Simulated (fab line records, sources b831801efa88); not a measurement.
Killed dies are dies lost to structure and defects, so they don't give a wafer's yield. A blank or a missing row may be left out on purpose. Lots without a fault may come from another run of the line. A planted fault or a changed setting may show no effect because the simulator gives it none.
A struck lot beside a sound one | flow sfq_line | 15 steps out of a route of 325
Sound: wafers L765.2, L765.3, L765.6. Struck: wafer L781.3. (L781.2, L781.6 of the same lot were not struck and are left out.) The cause comes at the end.
At each step with rows: each side's tool, then ch and its chambers, then its first start. Under that, the readings that differ: sound wafers | struck wafers | difference of the means | sigmas: that difference in standard deviations of wafers without a fault.
alike: readings whose means differ by less than 2 such deviations, and words and numbers that are the same on both sides. not compared: withheld readings, readings that some wafer has no value for, bounds like >300 that may hide the same value, and numbers for which the record gives no deviation and whose values overlap.
The two part at a step that has a row with sigmas, a row that says differs or no value, or rows on one side only. Numbers that don't overlap but have no deviation are shown without sigmas and don't part them. A reading that every wafer of one side lacks parts them only if that side has two wafers or more.

first, 1 step without rows for these wafers: SFQ_TRILAYER_M2_STRIP_SOLV_CLEAN_062 (cleans in NMP, time 600 s).
SFQ_TRILAYER_I2_DEP_PECVD_063: deposits SiO2 from SiH4/N2O, time 111.11 s, target thk 500 nm.
  sound on pecvd-04 ch 0,1,2, day 17 01:37; struck on pecvd-04 ch 1, day 24 16:25
  alike: heater_power_w, showerhead_vpp_V, throttle_valve_pct
SFQ_TRILAYER_I2_CMP_CMP_064: polishes SiO2.
  sound on cmp-01 ch 0,3, day 17 02:28; struck on cmp-01 ch 0, day 24 18:40
  alike: head_pressure_psi, motor_current_A, platen_rpm, time_to_endpoint_s
SFQ_I2_BOW_MEAS_917:
  sound on film_metro-02, day 17 05:29; struck on film_metro-02, day 24 21:11
  alike: I2_BOW
SFQ_TRILAYER_I2_METRO_MEASURE_065:
  sound on film_metro-02, day 17 05:47; struck on film_metro-02, day 24 21:29
  reading     | sound             | struck | difference | sigmas
  thk_nm (nm) | 199.0 198.7 198.1 | 202.1  | +3.5       | +3
then, 6 steps without rows for these wafers: SFQ_TRILAYER_I2_VIA_LITHO_COAT_072 (resist thk 62 nm); SFQ_TRILAYER_I2_VIA_LITHO_COAT_067 (resist thk 650 nm); SFQ_TRILAYER_I2_VIA_LITHO_SOFTBAKE_071; SFQ_TRILAYER_I2_VIA_LITHO_EXPOSE_068 (exposes mask I2, target cd 500 nm); SFQ_TRILAYER_I2_VIA_LITHO_PEB_070 (peb time 60 s); SFQ_TRILAYER_I2_VIA_LITHO_DEVELOP_069 (time 60 s).
-- the record jumps here: 6 days lie between the struck wafers' starts before and after --
SFQ_I2_OVL_MEAS_918:
  sound on overlay-02, day 23 08:02; struck on overlay-01, day 30 18:15
  alike: I2_OVL
SFQ_TRILAYER_I2_VIA_BARC_OPEN_VIA_ETCH_096: etches BARC in O2, target depth 125 nm, time 41.7 s.
  sound on rie_diel-03 ch 0,3, day 23 08:04; struck on rie_diel-01 ch 2, day 30 18:17
  reading                                                 | sound             | struck | difference | sigmas
  oes_product_au (a.u.)                                   | 0.691 0.686 0.697 | 0.677  | -0.014     | -3
  model.KrF_of_TRILAYER_I2_VIA_LITHO_COAT_067.thk_nm (nm) | 574.2 574.6 572.3 | 581.9  | +8.2       |
  alike: drypump_motor_current_A
  not compared: rf_hours_counter_h
SFQ_TRILAYER_I2_VIA_ETCH_VIA_ETCH_070: etches SiO2 in CHF3, stops on Nb, target depth 260 nm.
  sound on rie_diel-03 ch 0,3, day 23 08:07; struck on rie_diel-01 ch 2, day 30 18:19
  reading                                                 | sound             | struck | difference | sigmas
  model.KrF_of_TRILAYER_I2_VIA_LITHO_COAT_067.thk_nm (nm) | 528.9 529.7 527.1 | 536.4  | +7.8       |
  alike: drypump_motor_current_A, oes_product_au
SFQ_TRILAYER_I2_VIA_STRIP_STRIP_071: strips in O2.
  sound on rie_metal-02 ch 0, day 23 08:13; struck on rie_metal-03 ch 1, day 30 18:26
  reading                     | sound          | struck | difference | sigmas
  drypump_motor_current_A (A) | 5.22 5.21 5.20 | 5.79   | +0.58      | +2
  alike: oes_product_au
  not compared: rf_hours_counter_h

WHERE THEY PART
First at SFQ_TRILAYER_I2_METRO_MEASURE_065; last, within this record, at SFQ_TRILAYER_I2_VIA_STRIP_STRIP_071.

WHY: what the simulator had put in
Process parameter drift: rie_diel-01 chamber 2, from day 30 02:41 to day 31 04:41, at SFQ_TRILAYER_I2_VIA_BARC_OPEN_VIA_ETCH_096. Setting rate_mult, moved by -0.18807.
